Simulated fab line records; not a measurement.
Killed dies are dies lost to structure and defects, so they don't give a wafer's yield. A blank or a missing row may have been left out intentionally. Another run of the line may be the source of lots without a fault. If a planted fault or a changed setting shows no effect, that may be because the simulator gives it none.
Chamber matching + flow sky130 + SKY_FIELD_ISO_CMP_27 on cmp-01 has 4 sister chambers
The step polishes, stops on Si3N4, t overpolish 16 s, target thk 457.8 nm. 14 wafers are shown with their chamber, then 7 later ones without.

== WAFERS WITH THEIR CHAMBER ==
| wafer  | chamber | motor current A (A) | time to endpoint s (s) | platen rpm (rpm) |
|--------|---------|---------------------|------------------------|------------------|
| L352.2 | 0       | 14.3                | 110                    | 59.98            |
| L352.3 | 3       | 12.1                | 107                    | 60.07            |
| L352.4 | 1       | 13.6                | 103                    | 60.01            |
| L353.1 | 0       | 14.2                | 106                    | 60.04            |
| L353.5 | 1       | 14.1                | 110                    | 60.02            |
| L353.6 | 0       | 13.5                | 111                    | 60.05            |
| L355.3 | 2       | 11.9                | 107                    | 60.08            |
| L355.5 | 1       | 14.9                | 109                    | 60.02            |
| L355.6 | 2       | 11.0                | 108                    | 60.04            |
| L357.1 | 0       | 13.9                | 106                    | 60.00            |
| L357.3 | 2       | 10.7                | 110                    | 60.04            |
| L357.6 | 3       | 11.7                | 104                    | 59.92            |
| L358.3 | 0       | 14.1                | 110                    | 60.07            |
| L358.4 | 1       | 14.2                | 103                    | 59.98            |

SIGNATURES (means of the wafers above)
| reading            | chamber 0 | chamber 1 | chamber 2 | chamber 3 | scatter within a chamber |
|--------------------|-----------|-----------|-----------|-----------|--------------------------|
| motor current A    | 14.000    | 14.200    | 11.200    | 11.900    | 0.46                     |
| time to endpoint s | 108.60    | 106.25    | 108.33    | 105.50    | 2.74                     |
| platen rpm         | 60.0280   | 60.0075   | 60.0533   | 59.9950   | 0.0434                   |
Rule: a wafer's distance from a chamber is the root of the sum, over the readings, of the square of ((its reading less the chamber's mean) divided by the reading's scatter). If the next closest chamber is less than 2 further off than the closest, the wafer can't be placed; otherwise it belongs to the closest. How the scatter is found: for the shown wafers, subtract from each reading the mean of its chamber, square and add these, divide the total by (wafers less chambers), then take the root.

== WAFERS WITHOUT THEIR CHAMBER ==
| wafer  | motor current A (A) | time to endpoint s (s) | platen rpm (rpm) |
|--------|---------------------|------------------------|------------------|
| L358.6 | 14.6                | 106                    | 60.04            |
| L361.4 | 11.4                | 104                    | 60.00            |
| L361.5 | 11.8                | 109                    | 60.00            |
| L361.6 | 10.9                | 102                    | 60.05            |
| L371.1 | 14.1                | 101                    | 59.96            |
| L371.3 | 14.7                | 105                    | 60.07            |
| L371.5 | 11.8                | 106                    | 59.97            |

== WHICH CHAMBER EACH ONE RAN IN ==
| wafer  | from the rows above     | in truth |
|--------|-------------------------|----------|
| L358.6 | can't be placed: 1 or 0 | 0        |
| L361.4 | can't be placed: 3 or 2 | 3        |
| L361.5 | can't be placed: 3 or 2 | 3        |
| L361.6 | can't be placed: 2 or 3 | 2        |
| L371.1 | can't be placed: 1 or 0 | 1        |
| L371.3 | can't be placed: 1 or 0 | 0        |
| L371.5 | can't be placed: 3 or 2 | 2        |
Correctly placed: 0 of 7. Can't be placed from these rows: 7 (the true chamber is among the candidates in 7). 0 placed wrongly.
